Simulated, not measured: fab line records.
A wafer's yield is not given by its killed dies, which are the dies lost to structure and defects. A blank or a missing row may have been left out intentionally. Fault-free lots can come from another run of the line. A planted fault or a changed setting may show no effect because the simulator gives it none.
fab line records ; flow gf180mcu ; part 1 of 2: steps 1 to 26 of 36
record lots=5; wafers=15; last-day=36
route steps=602 shown MIM@509 M5@526 V5@540
lots with no fault: from the same line, run without faults
start-h: the number of hours between the record's first day and the start of the first shown wafer of the lot ; wait-h: how many hours have passed since the lot's step before this one ; " as in the row above ; L1.1+2: one row covering several wafers at once ; - no value present, or no start provided ; * or withheld: withheld ; < > ~ a bound
route shown NAME@n: NAME is a module with steps in the file, n the number in the route of the first one ; usual: mean/standard deviation taken from wafers without a fault ; same: alike in all rows ; chamber/n: place in a boat ; sites: per-site readings ; _std_site: standard deviation of those values ; _edge_site: outer sites' mean less inner sites' ; radius-mm: for every site, how far away it sits from the centre of the wafer ; mask NAME#n: copy n ; behind: the last tool/chamber to shape the wafer ; hold: reason for holding the lot/hours on hold/outcome of the hold ; device: the transistor (n, p or np) that didn't switch ; end of line: the same wafers' tests at the end of the route ; for a step that has no rows: nothing shown but its recipe ; killed: at the first sort, the dies lost to defects and structure; wafer yield is something else ; map: per-die view of a wafer (x killed, . not killed, _ where there is no die)
set.NAME: setting as actually run; set.NAME@STEP: the setting as run at that earlier step ; model.NAME: the simulator's own value behind a step, which no gauge read
lots seen at some steps along the route; tables by step, rows by wafer
services: from which hour (start-h, from the record's first day; less than 0 if before it) a tool's chamber was out of use, for how many hours, and why
## steps
# step GF_MIM_THK_MEAS_06
# recipe reads=Si3N4_of_MIM_CVD_05
# usual MIM_CVD_05_THK=42.5/0.55
lot.wafer;tool;chamber;start-h;wait-h;MIM_CVD_05_THK[nm]
L080.1;film-metro-03;-;659.50;0.0;42.5
L080.5;film-metro-03;-;659.50;0.0;43.3
L080.6;film-metro-03;-;659.50;0.0;43.1
L087.1;film-metro-04;-;707.97;0.0;42.0
L087.5;film-metro-04;-;707.97;0.0;43.2
L087.6;film-metro-04;-;707.97;0.0;42.7
L088.1;film-metro-03;-;718.37;0.0;41.3
L088.4;film-metro-03;-;718.37;0.0;42.3
L088.6;film-metro-03;-;718.37;0.0;42.0
L089.1;film-metro-01;-;721.23;0.0;42.2
L089.3;film-metro-01;-;721.23;0.0;42.4
L089.5;film-metro-01;-;721.23;0.0;42.3
L096.2;film-metro-04;-;764.29;0.0;42.4
L096.3;film-metro-04;-;764.29;0.0;42.5
L096.5;film-metro-04;-;764.29;0.0;43.2
# step GF_MIM_SPUTTER_07
# recipe material=TiN; target-thk-nm=60; power-w=6500; time-s=50; chamber-pressure-pa=0.4
# usual throttle-valve-pct=29.9/0.83
lot.wafer;tool;chamber;start-h;wait-h;throttle-valve-pct
L080.1;pvd-sputter-03;-;659.56;0.1;30.5
L080.5;pvd-sputter-03;-;659.56;0.1;30.1
L080.6;pvd-sputter-03;-;659.56;0.1;28.7
L087.1;pvd-sputter-04;-;708.03;0.1;30.3
L087.5;pvd-sputter-04;-;708.03;0.1;30.4
L087.6;pvd-sputter-04;-;708.03;0.1;30.4
L088.1;pvd-sputter-03;-;718.43;0.1;29.7
L088.4;pvd-sputter-03;-;718.43;0.1;30.7
L088.6;pvd-sputter-03;-;718.43;0.1;31.2
L089.1;pvd-sputter-01;-;721.29;0.1;28.5
L089.3;pvd-sputter-01;-;721.29;0.1;29.9
L089.5;pvd-sputter-01;-;721.29;0.1;28.7
L096.2;pvd-sputter-04;-;764.34;0.0;30.4
L096.3;pvd-sputter-04;-;764.34;0.0;30.2
L096.5;pvd-sputter-04;-;764.34;0.0;30.6
# step GF_MIM_SPUTTER_08
# recipe material=AlCu; target-thk-nm=200; power-w=10600; time-s=10.6; chamber-pressure-pa=0.4
# usual throttle-valve-pct=29.9/0.84
lot.wafer;tool;chamber;start-h;wait-h;throttle-valve-pct
L080.1;pvd-sputter-03;-;659.61;0.0;30.4
L080.5;pvd-sputter-03;-;659.61;0.0;30.0
L080.6;pvd-sputter-03;-;659.61;0.0;29.0
L087.1;pvd-sputter-04;-;708.07;0.0;30.1
L087.5;pvd-sputter-04;-;708.07;0.0;30.6
L087.6;pvd-sputter-04;-;708.07;0.0;29.9
L088.1;pvd-sputter-03;-;718.48;0.0;29.6
L088.4;pvd-sputter-03;-;718.48;0.0;30.7
L088.6;pvd-sputter-03;-;718.48;0.0;30.7
L089.1;pvd-sputter-01;-;721.33;0.0;28.4
L089.3;pvd-sputter-01;-;721.33;0.0;30.3
L089.5;pvd-sputter-01;-;721.33;0.0;28.5
L096.2;pvd-sputter-04;-;764.38;0.0;30.6
L096.3;pvd-sputter-04;-;764.38;0.0;30.2
L096.5;pvd-sputter-04;-;764.38;0.0;30.4
# step GF_MIM_SPUTTER_09
# recipe material=TiN; target-thk-nm=35; power-w=6500; time-s=29.2; chamber-pressure-pa=0.4
# usual throttle-valve-pct=29.9/0.83
lot.wafer;tool;chamber;start-h;wait-h;throttle-valve-pct
L080.1;pvd-sputter-03;-;659.63;0.0;30.9
L080.5;pvd-sputter-03;-;659.63;0.0;30.0
L080.6;pvd-sputter-03;-;659.63;0.0;28.6
L087.1;pvd-sputter-04;-;708.09;0.0;30.2
L087.5;pvd-sputter-04;-;708.09;0.0;30.5
L087.6;pvd-sputter-04;-;708.09;0.0;30.1
L088.1;pvd-sputter-03;-;718.50;0.0;29.9
L088.4;pvd-sputter-03;-;718.50;0.0;30.7
L088.6;pvd-sputter-03;-;718.50;0.0;30.9
L089.1;pvd-sputter-01;-;721.36;0.0;28.6
L089.3;pvd-sputter-01;-;721.36;0.0;30.3
L089.5;pvd-sputter-01;-;721.36;0.0;28.4
L096.2;pvd-sputter-04;-;764.40;0.0;30.4
L096.3;pvd-sputter-04;-;764.40;0.0;30.3
L096.5;pvd-sputter-04;-;764.40;0.0;30.7
# step GF_MIM_RS_MEAS_10
# recipe thk-meas-gauge=four-point-probe; reads=TiN_of_MIM_SPUTTER_09+AlCu_of_MIM_SPUTTER_08+TiN_of_MIM_SPUTTER_07
# usual MIM_ALCU_RS=0.1609/0.0017
lot.wafer;tool;chamber;start-h;wait-h;MIM_ALCU_RS[ohm/sq]
L080.1;film-metro-01;-;659.66;0.0;0.1618
L080.5;film-metro-01;-;659.66;0.0;0.1604
L080.6;film-metro-01;-;659.66;0.0;0.1622
L087.1;film-metro-03;-;708.13;0.0;0.1626
L087.5;film-metro-03;-;708.13;0.0;0.1613
L087.6;film-metro-03;-;708.13;0.0;0.1630
L088.1;film-metro-01;-;718.53;0.0;0.1620
L088.4;film-metro-01;-;718.53;0.0;0.1648
L088.6;film-metro-01;-;718.53;0.0;0.1628
L089.1;film-metro-01;-;721.39;0.0;0.1591
L089.3;film-metro-01;-;721.39;0.0;0.1581
L089.5;film-metro-01;-;721.39;0.0;0.1600
L096.2;film-metro-03;-;764.46;0.0;0.1581
L096.3;film-metro-03;-;764.46;0.0;0.1599
L096.5;film-metro-03;-;764.46;0.0;0.1573
# step GF_MIM_THK_MEAS_11
# recipe thk-meas-gauge=xrf; reads=AlCu_of_MIM_SPUTTER_08
# usual MIM_ALCU_THK=199.1/2.3
lot.wafer;tool;chamber;start-h;wait-h;MIM_ALCU_THK[nm]
L080.1;film-metro-01;-;659.78;0.1;199.7
L080.5;film-metro-01;-;659.78;0.1;203.4
L080.6;film-metro-01;-;659.78;0.1;199.9
L087.1;film-metro-03;-;708.25;0.1;196.7
L087.5;film-metro-03;-;708.25;0.1;198.0
L087.6;film-metro-03;-;708.25;0.1;197.0
L088.1;film-metro-01;-;718.65;0.1;196.9
L088.4;film-metro-01;-;718.65;0.1;194.1
L088.6;film-metro-01;-;718.65;0.1;196.7
L089.1;film-metro-01;-;721.51;0.1;202.2
L089.3;film-metro-01;-;721.51;0.1;202.6
L089.5;film-metro-01;-;721.51;0.1;201.6
L096.2;film-metro-03;-;764.57;0.1;201.1
L096.3;film-metro-03;-;764.57;0.1;201.3
L096.5;film-metro-03;-;764.57;0.1;201.6
# step GF_MIM_DEHYDRATE_12
# recipe temp-c=200; time-s=60
# usual exhaust-pa=45.1/0.94
lot.wafer;tool;chamber;start-h;wait-h;exhaust-pa
L080.1;litho-track-04;0;669.46;9.7;44.7
L080.5;litho-track-04;0;669.46;9.7;45.7
L080.6;litho-track-04;0;669.46;9.7;45.1
L087.1;litho-track-04;0;717.51;9.3;43.9
L087.5;litho-track-04;0;717.51;9.3;44.5
L087.6;litho-track-04;0;717.51;9.3;44.4
L088.1;litho-track-02;0;727.71;9.1;45.8
L088.4;litho-track-02;0;727.71;9.1;45.1
L088.6;litho-track-02;0;727.71;9.1;45.2
L089.1;litho-track-04;0;730.66;9.1;44.9
L089.3;litho-track-04;0;730.66;9.1;45.3
L089.5;litho-track-04;0;730.66;9.1;46.7
L096.2;litho-track-04;0;772.83;8.3;44.3
L096.3;litho-track-04;0;772.83;8.3;45.0
L096.5;litho-track-04;0;772.83;8.3;45.3
# step GF_MIM_HMDS_13
# recipe prime-time-s=60; prime-temp-c=120
# usual exhaust-pa=45.2/0.94
# same prime-time-s=60
lot.wafer;tool;chamber;start-h;wait-h;exhaust-pa
L080.1;litho-track-04;0;669.61;0.1;46.3
L080.5;litho-track-04;0;669.61;0.1;46.6
L080.6;litho-track-04;0;669.61;0.1;48.1
L087.1;litho-track-04;0;717.66;0.1;45.8
L087.5;litho-track-04;0;717.66;0.1;45.0
L087.6;litho-track-04;0;717.66;0.1;45.7
L088.1;litho-track-02;0;727.86;0.1;45.1
L088.4;litho-track-02;0;727.86;0.1;44.2
L088.6;litho-track-02;0;727.86;0.1;43.3
L089.1;litho-track-04;0;730.81;0.1;44.6
L089.3;litho-track-04;0;730.81;0.1;45.3
L089.5;litho-track-04;0;730.81;0.1;44.4
L096.2;litho-track-04;0;772.98;0.1;46.8
L096.3;litho-track-04;0;772.98;0.1;46.4
L096.5;litho-track-04;0;772.98;0.1;47.2
# step GF_MIM_COAT_14
# recipe resist=NOVOLAK; spin-rpm=3000; resist-thk-nm=1000
# usual exhaust-pa=45.1/0.89
lot.wafer;tool;chamber;start-h;wait-h;exhaust-pa
L080.1;litho-track-04;0;669.76;0.1;45.0
L080.5;litho-track-04;0;669.76;0.1;45.5
L080.6;litho-track-04;0;669.76;0.1;45.4
L087.1;litho-track-04;0;717.81;0.1;46.1
L087.5;litho-track-04;0;717.81;0.1;44.4
L087.6;litho-track-04;0;717.81;0.1;45.0
L088.1;litho-track-02;0;728.01;0.1;44.3
L088.4;litho-track-02;0;728.01;0.1;45.6
L088.6;litho-track-02;0;728.01;0.1;46.5
L089.1;litho-track-04;0;730.96;0.1;44.7
L089.3;litho-track-04;0;730.96;0.1;45.7
L089.5;litho-track-04;0;730.96;0.1;45.9
L096.2;litho-track-04;0;773.13;0.1;45.5
L096.3;litho-track-04;0;773.13;0.1;45.7
L096.5;litho-track-04;0;773.13;0.1;45.8
# step GF_MIM_SOFTBAKE_15
# recipe temp-c=90; time-s=60; resist=NOVOLAK
# usual exhaust-pa=44.8/0.96
lot.wafer;tool;chamber;start-h;wait-h;exhaust-pa
L080.1;litho-track-04;0;669.91;0.1;45.3
L080.5;litho-track-04;0;669.91;0.1;44.4
L080.6;litho-track-04;0;669.91;0.1;43.5
L087.1;litho-track-04;0;717.96;0.1;42.9
L087.5;litho-track-04;0;717.96;0.1;42.0
L087.6;litho-track-04;0;717.96;0.1;44.8
L088.1;litho-track-02;0;728.16;0.1;45.0
L088.4;litho-track-02;0;728.16;0.1;43.8
L088.6;litho-track-02;0;728.16;0.1;44.7
L089.1;litho-track-04;0;731.11;0.1;44.6
L089.3;litho-track-04;0;731.11;0.1;45.0
L089.5;litho-track-04;0;731.11;0.1;44.4
L096.2;litho-track-04;0;773.28;0.1;45.0
L096.3;litho-track-04;0;773.28;0.1;46.1
L096.5;litho-track-04;0;773.28;0.1;45.3
# step GF_MIM_EXPOSE_16
# recipe mask-id=FuseTop; target-cd-nm=2000; na=0.6; source-shape=conventional; sigma-outer=0.6; dose-mj=140
lot.wafer;tool;chamber;start-h;wait-h;mask
L080.1+5+6;iline-stepper-02;0;-;-;FuseTop#0
L087.1+5+6;iline-stepper-01;0;-;-;FuseTop#0
L088.1+4+6;iline-stepper-01;0;-;-;FuseTop#0
L089.1+3+5;iline-stepper-02;0;-;-;FuseTop#0
L096.2+3+5;iline-stepper-01;0;-;-;FuseTop#0
# step GF_MIM_PEB_17
# recipe temp-c=withheld; time-s=*; resist=NOVOLAK
# usual exhaust-pa=44.9/1
lot.wafer;tool;chamber;start-h;wait-h;exhaust-pa
L080.1;litho-track-01;0;-;-;46.4
L080.5;litho-track-01;0;-;-;46.7
L080.6;litho-track-01;0;-;-;45.9
L087.1;litho-track-04;0;-;-;43.3
L087.5;litho-track-04;0;-;-;44.2
L087.6;litho-track-04;0;-;-;44.2
L088.1;litho-track-01;0;-;-;44.6
L088.4;litho-track-01;0;-;-;46.5
L088.6;litho-track-01;0;-;-;47.0
L089.1;litho-track-01;0;-;-;44.3
L089.3;litho-track-01;0;-;-;44.2
L089.5;litho-track-01;0;-;-;44.7
L096.2;litho-track-01;0;-;-;47.2
L096.3;litho-track-01;0;-;-;46.7
L096.5;litho-track-01;0;-;-;45.6
# step GF_MIM_DEVELOP_18
# recipe develop-time-s=60; dev-temp-c=23
# usual exhaust-pa=44.9/0.98
lot.wafer;tool;chamber;start-h;wait-h;exhaust-pa
L080.1;litho-track-01;0;679.74;0.1;44.2
L080.5;litho-track-01;0;679.74;0.1;43.2
L080.6;litho-track-01;0;679.74;0.1;43.4
L087.1;litho-track-04;0;727.71;0.1;46.1
L087.5;litho-track-04;0;727.71;0.1;45.6
L087.6;litho-track-04;0;727.71;0.1;45.6
L088.1;litho-track-01;0;737.24;0.1;44.1
L088.4;litho-track-01;0;737.24;0.1;44.4
L088.6;litho-track-01;0;737.24;0.1;43.9
L089.1;litho-track-01;0;740.39;0.1;43.8
L089.3;litho-track-01;0;740.39;0.1;44.1
L089.5;litho-track-01;0;740.39;0.1;43.9
L096.2;litho-track-01;0;781.71;0.1;45.1
L096.3;litho-track-01;0;781.71;0.1;45.1
L096.5;litho-track-01;0;781.71;0.1;44.9
# step GF_MIM_METAL_ETCH_19
# recipe chemistry=Cl2/BCl3; mask-material=NOVOLAK; stop-on=Si3N4; target-depth-nm=324.5; pressure-mtorr=8; icp-w=800; bias-w=140; Cl2_flow_sccm=80; bcl3-flow-sccm=40; time-s=54.1
# usual drypump-motor-current-A=5.4/0.31; oes-product-au=0.939/0.0058; throttle-valve-pct=28.285/0.0098
lot.wafer;tool;chamber;start-h;wait-h;drypump-motor-current-A;oes-product-au;rf-hours-counter-h;throttle-valve-pct
L080.1;rie-metal-03;0;679.89;0.1;5.5;0.935;6;28.290
L080.5;rie-metal-03;0;679.89;0.1;5.5;0.928;-;28.291
L080.6;rie-metal-03;1;679.89;0.1;5.3;0.935;-;28.282
L087.1;rie-metal-04;1;727.86;0.1;5.0;0.935;1;28.299
L087.5;rie-metal-04;1;727.86;0.1;5.0;0.940;-;28.281
L087.6;rie-metal-04;0;727.86;0.1;6.2;0.934;-;28.279
L088.1;rie-metal-03;0;737.39;0.1;5.5;0.936;9;28.289
L088.4;rie-metal-03;1;737.39;0.1;5.2;0.933;-;28.313
L088.6;rie-metal-03;1;737.39;0.1;5.3;0.937;-;28.287
L089.1;rie-metal-04;0;740.54;0.1;6.2;0.949;17;28.266
L089.3;rie-metal-04;0;740.54;0.1;6.2;0.954;-;28.283
L089.5;rie-metal-04;0;740.54;0.1;6.2;0.933;-;28.274
L096.2;rie-metal-03;1;781.83;0.1;5.2;0.944;15;28.268
L096.3;rie-metal-03;1;781.83;0.1;5.2;0.943;-;28.293
L096.5;rie-metal-03;1;781.83;0.1;5.2;0.948;-;28.285
# step GF_MIM_STRIP_20
# recipe chemistry=O2/N2; power-w=1400; pressure-mtorr=1500; platen-temp-c=250; o2-flow-sccm=3000; n2-flow-sccm=300; overash-fraction=0.5
# usual drypump-motor-current-A=5.8/0.47; heater-power-w=316/29; o2-flow-sccm=3000/8; oes-product-au=0.692/0.0049; strip-time-to-endpoint-s=11.23/0.045
lot.wafer;tool;chamber;start-h;wait-h;drypump-motor-current-A;heater-power-w;o2-flow-sccm;oes-product-au;rf-hours-counter-h;strip-time-to-endpoint-s
L080.1;plasma-asher-01;1;679.96;0.0;5.7;275;3002;0.700;59;11.23
L080.5;plasma-asher-01;1;679.96;0.0;5.7;272;2997;0.683;-;11.20
L080.6;plasma-asher-01;0;679.96;0.0;4.9;336;2994;0.695;-;11.27
L087.1;plasma-asher-03;1;727.93;0.0;6.6;295;3002;0.689;29;11.22
L087.5;plasma-asher-03;1;727.93;0.0;6.6;301;2996;0.683;-;11.22
L087.6;plasma-asher-03;0;727.93;0.0;5.8;303;3001;0.694;-;11.18
L088.1;plasma-asher-03;1;737.46;0.0;6.6;301;3012;0.697;30;11.28
L088.4;plasma-asher-03;1;737.46;0.0;6.6;297;3015;0.692;-;11.29
L088.6;plasma-asher-03;0;737.46;0.0;5.8;299;2995;0.695;-;11.30
L089.1;plasma-asher-03;0;740.61;0.0;5.8;296;2993;0.691;30;11.14
L089.3;plasma-asher-03;0;740.61;0.0;5.8;293;2986;0.688;-;11.21
L089.5;plasma-asher-03;1;740.61;0.0;6.6;301;3001;0.695;-;11.15
L096.2;plasma-asher-04;0;781.90;0.0;5.7;360;2996;0.690;5;11.29
L096.3;plasma-asher-04;1;781.90;0.0;5.8;319;3004;0.692;-;11.28
L096.5;plasma-asher-04;0;781.90;0.0;5.6;366;2998;0.693;-;11.32
# step GF_MIM_STRIP_21
# recipe chemistry=post-etch-residue-remover; time-s=1200; temp-c=72.5
lot.wafer;tool;chamber;start-h;wait-h
L080.1+5+6;wet-bench-01;3;680.06;0.1
L087.1+5+6;wet-bench-04;0;728.03;0.1
L088.1+4+6;wet-bench-04;1;737.56;0.1
L089.1+3+5;wet-bench-02;0;740.71;0.1
L096.2+3+5;wet-bench-02;3;782.00;0.1
# step GF_MIM_CLEAN_22
# recipe chemistry=DIW; dry=n2-spin
lot.wafer;tool;chamber;start-h;wait-h
L080.1+5+6;wet-bench-02;1;680.43;0.0
L087.1+5+6;wet-bench-01;2;728.37;0.0
L088.1+4+6;wet-bench-01;3;737.90;0.0
L089.1+3+5;wet-bench-01;0;741.05;0.0
L096.2+3+5;wet-bench-04;1;782.35;0.0
# step GF_M5_DEHYDRATE_00
# recipe temp-c=200; time-s=60
# usual exhaust-pa=45.0/0.84
lot.wafer;tool;chamber;start-h;wait-h;exhaust-pa
L080.1;litho-track-03;0;690.56;10.0;45.0
L080.5;litho-track-03;0;690.56;10.0;46.0
L080.6;litho-track-03;0;690.56;10.0;45.4
L087.1;litho-track-03;0;737.16;8.7;43.6
L087.5;litho-track-03;0;737.16;8.7;46.0
L087.6;litho-track-03;0;737.16;8.7;46.1
L088.1;litho-track-01;0;746.94;8.9;45.9
L088.4;litho-track-01;0;746.94;8.9;44.9
L088.6;litho-track-01;0;746.94;8.9;45.4
L089.1;litho-track-04;0;749.71;8.6;44.4
L089.3;litho-track-04;0;749.71;8.6;44.6
L089.5;litho-track-04;0;749.71;8.6;43.6
L096.2;litho-track-01;0;790.76;8.3;43.8
L096.3;litho-track-01;0;790.76;8.3;45.0
L096.5;litho-track-01;0;790.76;8.3;44.6
# step GF_M5_HMDS_01
# recipe prime-time-s=60; prime-temp-c=120
# usual exhaust-pa=44.8/0.84
# same prime-time-s=60
lot.wafer;tool;chamber;start-h;wait-h;exhaust-pa
L080.1;litho-track-03;0;690.71;0.1;42.6
L080.5;litho-track-03;0;690.71;0.1;44.4
L080.6;litho-track-03;0;690.71;0.1;44.8
L087.1;litho-track-03;0;737.31;0.1;45.9
L087.5;litho-track-03;0;737.31;0.1;44.0
L087.6;litho-track-03;0;737.31;0.1;44.9
L088.1;litho-track-01;0;747.09;0.1;44.5
L088.4;litho-track-01;0;747.09;0.1;45.8
L088.6;litho-track-01;0;747.09;0.1;44.4
L089.1;litho-track-04;0;749.86;0.1;44.7
L089.3;litho-track-04;0;749.86;0.1;44.0
L089.5;litho-track-04;0;749.86;0.1;44.0
L096.2;litho-track-01;0;790.91;0.1;45.1
L096.3;litho-track-01;0;790.91;0.1;43.8
L096.5;litho-track-01;0;790.91;0.1;44.0
# step GF_M5_COAT_02
# recipe resist=KrF; spin-rpm=withheld; resist-thk-nm=1000
# usual exhaust-pa=45.1/0.91
lot.wafer;tool;chamber;start-h;wait-h;exhaust-pa
L080.1;litho-track-03;0;690.86;0.1;46.1
L080.5;litho-track-03;0;690.86;0.1;44.5
L080.6;litho-track-03;0;690.86;0.1;45.2
L087.1;litho-track-03;0;737.46;0.1;43.7
L087.5;litho-track-03;0;737.46;0.1;44.7
L087.6;litho-track-03;0;737.46;0.1;44.2
L088.1;litho-track-01;0;747.24;0.1;44.2
L088.4;litho-track-01;0;747.24;0.1;45.7
L088.6;litho-track-01;0;747.24;0.1;44.4
L089.1;litho-track-04;0;750.01;0.1;44.9
L089.3;litho-track-04;0;750.01;0.1;45.1
L089.5;litho-track-04;0;750.01;0.1;46.0
L096.2;litho-track-01;0;791.06;0.1;45.0
L096.3;litho-track-01;0;791.06;0.1;43.8
L096.5;litho-track-01;0;791.06;0.1;44.8
# step GF_M5_SOFTBAKE_03
# recipe temp-c=130; time-s=60; resist=KrF
# usual exhaust-pa=45.1/0.96
lot.wafer;tool;chamber;start-h;wait-h;exhaust-pa
L080.1;litho-track-03;0;691.01;0.1;45.3
L080.5;litho-track-03;0;691.01;0.1;44.9
L080.6;litho-track-03;0;691.01;0.1;47.6
L087.1;litho-track-03;0;737.61;0.1;44.9
L087.5;litho-track-03;0;737.61;0.1;45.4
L087.6;litho-track-03;0;737.61;0.1;44.7
L088.1;litho-track-01;0;747.39;0.1;44.9
L088.4;litho-track-01;0;747.39;0.1;44.7
L088.6;litho-track-01;0;747.39;0.1;45.2
L089.1;litho-track-04;0;750.16;0.1;45.8
L089.3;litho-track-04;0;750.16;0.1;45.2
L089.5;litho-track-04;0;750.16;0.1;45.8
L096.2;litho-track-01;0;791.21;0.1;44.1
L096.3;litho-track-01;0;791.21;0.1;45.5
L096.5;litho-track-01;0;791.21;0.1;45.7
# step GF_M5_EXPOSE_04
# recipe mask-id=Metal5; target-cd-nm=280; na=0.68; source-shape=conventional; sigma-outer=0.6; dose-mj=28
lot.wafer;tool;chamber;start-h;wait-h;mask
L080.1+5+6;krf-scanner-02;0;-;-;Metal5#0
L087.1+5+6;krf-scanner-01;0;-;-;Metal5#0
L088.1+4+6;krf-scanner-01;0;-;-;Metal5#0
L089.1+3+5;krf-scanner-01;0;-;-;Metal5#0
L096.2+3+5;krf-scanner-01;0;-;-;Metal5#0
# step GF_M5_PEB_05
# recipe peb-temp-c=136.1; peb-time-s=90; resist=KrF
# usual exhaust-pa=45.0/0.99
lot.wafer;tool;chamber;start-h;wait-h;exhaust-pa
L080.1;litho-track-04;0;-;-;43.4
L080.5;litho-track-04;0;-;-;44.8
L080.6;litho-track-04;0;-;-;43.4
L087.1;litho-track-04;0;-;-;44.7
L087.5;litho-track-04;0;-;-;44.5
L087.6;litho-track-04;0;-;-;44.5
L088.1;litho-track-03;0;-;-;43.5
L088.4;litho-track-03;0;-;-;44.5
L088.6;litho-track-03;0;-;-;44.9
L089.1;litho-track-01;0;-;-;44.8
L089.3;litho-track-01;0;-;-;45.3
L089.5;litho-track-01;0;-;-;47.4
L096.2;litho-track-03;0;-;-;44.3
L096.3;litho-track-03;0;-;-;45.5
L096.5;litho-track-03;0;-;-;45.6
# step GF_M5_DEVELOP_06
# recipe develop-time-s=60; dev-temp-c=21
# usual exhaust-pa=44.9/0.82
lot.wafer;tool;chamber;start-h;wait-h;exhaust-pa
L080.1;litho-track-04;0;701.21;0.2;44.6
L080.5;litho-track-04;0;701.21;0.2;44.5
L080.6;litho-track-04;0;701.21;0.2;44.4
L087.1;litho-track-04;0;747.06;0.2;44.3
L087.5;litho-track-04;0;747.06;0.2;43.7
L087.6;litho-track-04;0;747.06;0.2;44.3
L088.1;litho-track-03;0;756.16;0.2;45.0
L088.4;litho-track-03;0;756.16;0.2;45.3
L088.6;litho-track-03;0;756.16;0.2;44.7
L089.1;litho-track-01;0;759.38;0.2;44.3
L089.3;litho-track-01;0;759.38;0.2;43.9
L089.5;litho-track-01;0;759.38;0.2;43.7
L096.2;litho-track-03;0;799.29;0.2;44.3
L096.3;litho-track-03;0;799.29;0.2;44.7
L096.5;litho-track-03;0;799.29;0.2;43.1
# step GF_M5_CD_MEAS_07
# recipe target-cd-nm=280
# usual cd-nm=280.2/1.1
lot.wafer;tool;chamber;start-h;wait-h;cd-nm
L080.1;cd-sem-02;-;701.36;0.1;280.5
L080.5;cd-sem-02;-;701.36;0.1;280.2
L080.6;cd-sem-02;-;701.36;0.1;279.8
L087.1;cd-sem-02;-;747.21;0.1;279.0
L087.5;cd-sem-02;-;747.21;0.1;280.8
L087.6;cd-sem-02;-;747.21;0.1;279.7
L088.1;cd-sem-02;-;756.31;0.1;280.2
L088.4;cd-sem-02;-;756.31;0.1;280.7
L088.6;cd-sem-02;-;756.31;0.1;279.9
L089.1;cd-sem-01;-;759.53;0.1;280.4
L089.3;cd-sem-01;-;759.53;0.1;279.7
L089.5;cd-sem-01;-;759.53;0.1;280.2
L096.2;cd-sem-01;-;799.43;0.1;279.1
L096.3;cd-sem-01;-;799.43;0.1;280.4
L096.5;cd-sem-01;-;799.43;0.1;280.4
# step GF_M5_OVL_MEAS_08
# usual M5_OVL=2/5.5
lot.wafer;tool;chamber;start-h;wait-h;M5_OVL[nm]
L080.1;overlay-02;-;701.48;0.1;5
L080.5;overlay-02;-;701.48;0.1;9
L080.6;overlay-02;-;701.48;0.1;1
L087.1;overlay-02;-;747.33;0.1;-3
L087.5;overlay-02;-;747.33;0.1;-2
L087.6;overlay-02;-;747.33;0.1;0
L088.1;overlay-02;-;756.43;0.1;-8
L088.4;overlay-02;-;756.43;0.1;7
L088.6;overlay-02;-;756.43;0.1;3
L089.1;overlay-01;-;759.65;0.1;9
L089.3;overlay-01;-;759.65;0.1;9
L089.5;overlay-01;-;759.65;0.1;3
L096.2;overlay-02;-;799.54;0.1;5
L096.3;overlay-02;-;799.54;0.1;1
L096.5;overlay-02;-;799.54;0.1;4
